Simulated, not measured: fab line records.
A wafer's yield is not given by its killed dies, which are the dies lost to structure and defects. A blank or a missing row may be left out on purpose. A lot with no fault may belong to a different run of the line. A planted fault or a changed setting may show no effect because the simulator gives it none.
Comparing a struck lot with a sound one | flow sky130 | 36 steps out of a route of 708
Sound: the wafers L411.1, L411.4, L411.6. Wafers struck: L413.1, L413.3, L413.5. The cause comes at the end.
Each step with rows lists, per side, the tool, then ch with its chambers, then its first start. Under that, the readings that differ: sound wafers | struck wafers | difference of the means | sigmas: that difference in standard deviations of wafers without a fault.
alike: a reading whose means differ by less than 2 such deviations, as well as words and numbers matching on both sides. not compared: withheld readings; readings where some wafer has no value; bounds like >300 that might hide an equal value; numbers whose values overlap and for which the record gives no deviation.
The two part at a step that has a row with sigmas, a row that says differs or no value, or rows on one side only. When numbers do not overlap yet have no deviation, they are printed without sigmas and do not part them. A reading missing from all wafers of one side parts the sides only when that side holds two or more wafers.

first, 9 steps without rows for these wafers: SKY_VIA2_SPUTTER_20 (material TiN, target thk 20 nm, time 80 s); SKY_VIA2_CVD_21 (deposits W, target thk 420 nm, time 126.4 s); SKY_VIA2_CMP_24 (polishes, stops on SiO2, t overpolish 20 s, target thk 0 nm); SKY_METAL3_SPUTTER_00 (material Ti, target thk 15 nm, time 10 s); SKY_METAL3_SPUTTER_01 (material TiN, target thk 20 nm, time 16.7 s); SKY_METAL3_SPUTTER_02 (material AlCu, target thk 735 nm, time 39.1 s); SKY_METAL3_SPUTTER_03 (material Ti, target thk 5 nm, time 3.3 s); SKY_METAL3_SPUTTER_04 (material TiN, target thk 70 nm, time 58.3 s); SKY_CAPM_CVD_00 (deposits SiO2, target thk 15.5 nm).
SKY_CAPM_SPUTTER_02: material TiN, target thk 200 nm, time 171.6 s.
  struck on pvd sputter-04, day 40 21:13; sound on pvd sputter-04, day 40 10:56
  reading                                  | sound                | struck               | difference | sigmas
  cathode dc power W (W)                   | 6500.6 6499.9 6498.4 | 6272.1 6270.3 6268.8 | -229.2     | -99 or more
  model.TiN_of_CAPM_SPUTTER_02.thk nm (nm) | 208.3 211.2 208.2    | 199.5 200.1 201.2    | -9.0       |
  alike: throttle valve pct
then, 7 steps without rows for these wafers: SKY_CAPM_DEHYDRATE_05 (time 60 s); SKY_CAPM_HMDS_06 (prime time 60 s); SKY_CAPM_COAT_07 (resist thk 1140 nm); SKY_CAPM_SOFTBAKE_08 (time 60 s); SKY_CAPM_EXPOSE_09 (exposes mask CAPM, target cd 1000 nm); SKY_CAPM_PEB_10; SKY_CAPM_DEVELOP_11 (develop time 60 s).
SKY_CAPM_METAL_ETCH_13: etches TiN in Cl2/BCl3, stops on SiO2, target depth 220 nm, time 62.9 s.
  sound on rie metal-02 ch 0,1, day 41 11:58; struck on rie metal-01 ch 0,1, day 41 22:53
  reading                          | sound             | struck            | difference | sigmas
  oes product au (a.u.)            | 0.965 0.964 0.960 | 0.937 0.945 0.952 | -0.018     | -2
  model.etch.depth nm (nm)         | 208.3 211.2 208.2 | 199.5 200.1 201.2 | -9.0       |
  model.CAPM.feature depth nm (nm) | 208.3 211.2 208.2 | 199.5 200.1 201.2 | -9.0       |
  alike: drypump motor current A, throttle valve pct
  not compared: rf hours counter h
then, 16 steps without rows for these wafers: SKY_CAPM_STRIP_14 (strips in O2/N2); SKY_CAPM_STRIP_15 (strips in post etch residue remover, time 1200 s); SKY_CAPM_CLEAN_16 (cleans in IPA, time 180 s); SKY_CAPM_CLEAN_17 (cleans in O3/DIW); SKY_METAL3_DEHYDRATE_05 (time 60 s); SKY_METAL3_HMDS_06 (prime time 60 s); SKY_METAL3_COAT_07 (resist thk 60 nm); SKY_METAL3_COAT_08 (resist thk 1140 nm); SKY_METAL3_SOFTBAKE_09 (time 90 s); SKY_METAL3_EXPOSE_10 (exposes mask MM3, target cd 300 nm); SKY_METAL3_PEB_11; SKY_METAL3_DEVELOP_12 (develop time 60 s); SKY_METAL3_DESCUM_15 (chemistry O2, time 8 s); SKY_METAL3_ETCH_16 (etches BARC in N2/H2, stops on SiO2, time 88.2 s, target depth 60 nm); SKY_METAL3_ETCH_17 (etches SiO2 in C4F8/O2/Ar, stops on TiN, time 3.9 s, target depth 15 nm); SKY_METAL3_METAL_ETCH_18 (etches the open film in Cl2/BCl3, stops on SiO2, target depth 845 nm, time 183.1 s).
SKY_METAL3_STRIP_20: strips in post etch residue remover, time 1200 s.
  sound on wet bench-02 ch 3, day 42 14:23; struck on wet bench-03 ch 0, day 43 01:17
  reading                                  | sound             | struck            | difference | sigmas
  model.TiN_of_CAPM_SPUTTER_02.thk nm (nm) | 207.5 210.4 207.4 | 198.6 199.2 200.3 | -9.1       |
-- the record jumps here: 7 days lie between the struck wafers' starts before and after (it left off in module METAL3 and takes up again in module PAD_OPEN, whose first step shown is number 708 of the route) --
SKY_PAD_OPEN_PROBE_99:
  struck on prober-01, day 49 21:52; sound on prober-01, day 49 11:48
  reading                          | sound             | struck            | difference | sigmas
  model.etest.cap mim.plate ohm sq | 5.797 5.686 5.764 | 6.066 6.029 6.006 | +0.285     |
  alike: defect limited yield, killed_at_M0_to_M3, killed_at_M4_up, killed at contacts, killed at front end, killed at other, killed dies, killed open, killed short, sort_bin_3_pad_short, sort_bin_5_function, sort_bin_6_memory, sort n pass, sort yield pct

== WHERE THEY PART ==
Earliest at SKY_CAPM_SPUTTER_02; latest, in this record, at SKY_CAPM_METAL_ETCH_13. Later steps at which nothing parts them and some readings are alike: SKY_PAD_OPEN_PROBE_99.

WHY: whatever the simulator had introduced
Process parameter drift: pvd sputter-04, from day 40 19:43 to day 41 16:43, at SKY_CAPM_SPUTTER_02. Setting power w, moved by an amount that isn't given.
